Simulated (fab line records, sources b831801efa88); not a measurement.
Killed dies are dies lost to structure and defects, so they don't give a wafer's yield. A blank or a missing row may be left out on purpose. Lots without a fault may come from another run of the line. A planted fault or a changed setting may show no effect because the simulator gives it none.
Which tool did it? | flow gf180mcu | 6 lots, 18 wafers sampled, at 2 steps of a route of 602

WHAT THE GAUGES READ, wafer by wafer
GF_MVSD_TW_MEAS_11.
lot  | measured    | on            | MVSD_TW
L618 | day 4 17:08 | film_metro-04 | 1570 1568 1563
L623 | day 5 21:32 | film_metro-04 | 1518 1530 1530
L629 | day 7 10:22 | film_metro-04 | 1576 1571 1569
L634 | day 8 13:16 | film_metro-02 | 1594 1594 1590
L637 | day 9 08:10 | film_metro-03 | 1576 1573 1581
L639 | day 9 17:40 | film_metro-02 | 1573 1569 1582

WHICH TOOL RAN EACH LOT (tool, then ch and the chambers of the sampled wafers, then the start)
lot  | GF_MVSD_IMPLANT_09
L618 | implanter-02 ch 0, day 4 16:46
L623 | implanter-01 ch 0, day 5 21:19
L629 | implanter-04 ch 0, day 7 10:07
L634 | implanter-04 ch 0, day 8 13:01
L637 | implanter-01 ch 0, day 9 07:55
L639 | implanter-01 ch 0, day 9 17:27
- GF_MVSD_IMPLANT_09

THE ANSWER, worked out from the rows above alone
Rule: what is usual is taken from the lots themselves. Put in order of their means at a reading, lots are off if they are a third of the lots or fewer, leave a main group of 4 or more, and stand apart from it by a gap of 3 or more times the standard deviation of the main group's means; of several such gaps the widest counts. A main group whose means are all the same, to the digits that the tables above print for the reading, isn't used. A lot without any number at a reading at which 4 lots or more have one is off too. The other lots that the step has rows for count as sound.
Off: L623, at GF_MVSD_TW_MEAS_11 (MVSD_TW). The main group: mean 1577, standard deviation 8.7.
A tool fits if, at a process step before that reading, it ran every lot that is off, and no sound lot after the first of them. The gauges at GF_MVSD_TW_MEAS_11 are tried like those tools. None of those tried fits.

WHAT THE SIMULATOR HAD PUT IN
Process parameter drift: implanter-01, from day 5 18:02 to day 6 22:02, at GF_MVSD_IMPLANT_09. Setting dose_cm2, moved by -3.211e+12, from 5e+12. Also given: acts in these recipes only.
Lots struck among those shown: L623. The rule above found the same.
